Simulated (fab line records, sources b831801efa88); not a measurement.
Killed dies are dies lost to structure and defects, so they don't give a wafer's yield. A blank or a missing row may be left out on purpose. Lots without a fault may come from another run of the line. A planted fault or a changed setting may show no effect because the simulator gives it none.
A struck lot beside a sound one | flow sky130 | 15 steps out of a route of 708
Sound: wafers L797.2, L797.3, L797.4. Struck: wafer L807.6. (L807.1, L807.2 of the same lot were not struck and are left out.) The cause comes at the end.
At each step with rows: each side's tool, then ch and its chambers, then its first start. Under that, the readings that differ: sound wafers | struck wafers | difference of the means | sigmas: that difference in standard deviations of wafers without a fault.
alike: readings whose means differ by less than 2 such deviations, and words and numbers that are the same on both sides. not compared: withheld readings, readings that some wafer has no value for, bounds like >300 that may hide the same value, and numbers for which the record gives no deviation and whose values overlap.
The two part at a step that has a row with sigmas, a row that says differs or no value, or rows on one side only. Numbers that don't overlap but have no deviation are shown without sigmas and don't part them. A reading that every wafer of one side lacks parts them only if that side has two wafers or more.

first, 2 steps without rows for these wafers: SKY_VIA4_PEB_09; SKY_VIA4_DEVELOP_10 (develop time 60 s).
SKY_VIA4_OVL_MEAS_11:
  sound on overlay-01, day 43 10:19; struck on overlay-01, day 45 20:09
  alike: VIA4_OVL
SKY_VIA4_ETCH_12: etches SiO2 in C4F8/O2/Ar, stops on TiN, target depth 580 nm.
  sound on rie_diel-01 ch 1,2,3, day 43 10:21; struck on rie_diel-03 ch 1, day 45 20:11
  alike: oes_product_au, rf_fwd_power_W
SKY_VIA4_STRIP_13: strips in O2/N2.
  sound on plasma_asher-01 ch 0,1, day 43 10:26; struck on plasma_asher-02 ch 0, day 45 20:16
  reading             | sound          | struck | difference | sigmas
  o2_flow_sccm (sccm) | 2990 2981 2996 | 3019   | +30        | +4
  alike: drypump_motor_current_A, oes_product_au, strip_time_to_endpoint_s
  not compared: rf_hours_counter_h
then, 3 steps without rows for these wafers: SKY_VIA4_STRIP_14 (strips in post etch residue remover, time 1200 s); SKY_VIA4_CLEAN_15 (cleans in IPA, time 180 s); SKY_VIA4_CLEAN_16 (cleans in O3/DIW).
SKY_VIA4_SPUTTER_17: material TiN, target thk 20 nm, time 80 s.
  sound on pvd_sputter-01, day 43 11:01; struck on pvd_sputter-02, day 45 20:52
  alike: chamber_pressure_pa, throttle_valve_pct
SKY_VIA4_CVD_18: deposits W, target thk 505 nm, time 152.14 s.
  sound on cvd_w-02 ch 0,1, day 43 11:05; struck on cvd_w-02 ch 0, day 45 20:55
  alike: heater_power_w
SKY_VIA4_RS_MEAS_19: measures by four-point-probe.
  sound on film_metro-02, day 43 11:15; struck on film_metro-03, day 45 21:04
  alike: VIA4_W_RS
SKY_VIA4_THK_MEAS_20: measures by xrf.
  sound on film_metro-02, day 43 11:22; struck on film_metro-03, day 45 21:11
  alike: VIA4_W_THK
SKY_VIA4_CMP_21: polishes, stops on SiO2, t overpolish 25 s, target thk 0 nm.
  sound on cmp-02 ch 1,2,3, day 43 11:25; struck on cmp-01 ch 2, day 45 21:15
  reading                | sound                | struck | difference | sigmas
  overpolish_run_s (s)   | 25.004 25.009 25.001 | 0.035  | -24.970    | -99 or more
  time_to_endpoint_s (s) | 125 121 119          | 193    | +71        | +21
  alike: motor_current_A, slurry_filter_dp_kPa
SKY_METAL5_SPUTTER_00: material Ti, target thk 15 nm, time 10 s.
  the record has rows for the sound wafers here (pvd_sputter-04, day 43 11:43) and none for the struck ones
-- the record jumps here: 3 days lie between the struck wafers' starts before and after (it left off in module METAL5 and takes up again in module PAD_OPEN, whose first step shown is number 708 of the route) --
SKY_PAD_OPEN_PROBE_99:
  the record has rows for the struck wafers here (prober-01, day 48 12:39) and none for the sound ones

WHERE THEY PART
First at SKY_VIA4_STRIP_13; last, within this record, at SKY_PAD_OPEN_PROBE_99.

WHY: what the simulator had put in
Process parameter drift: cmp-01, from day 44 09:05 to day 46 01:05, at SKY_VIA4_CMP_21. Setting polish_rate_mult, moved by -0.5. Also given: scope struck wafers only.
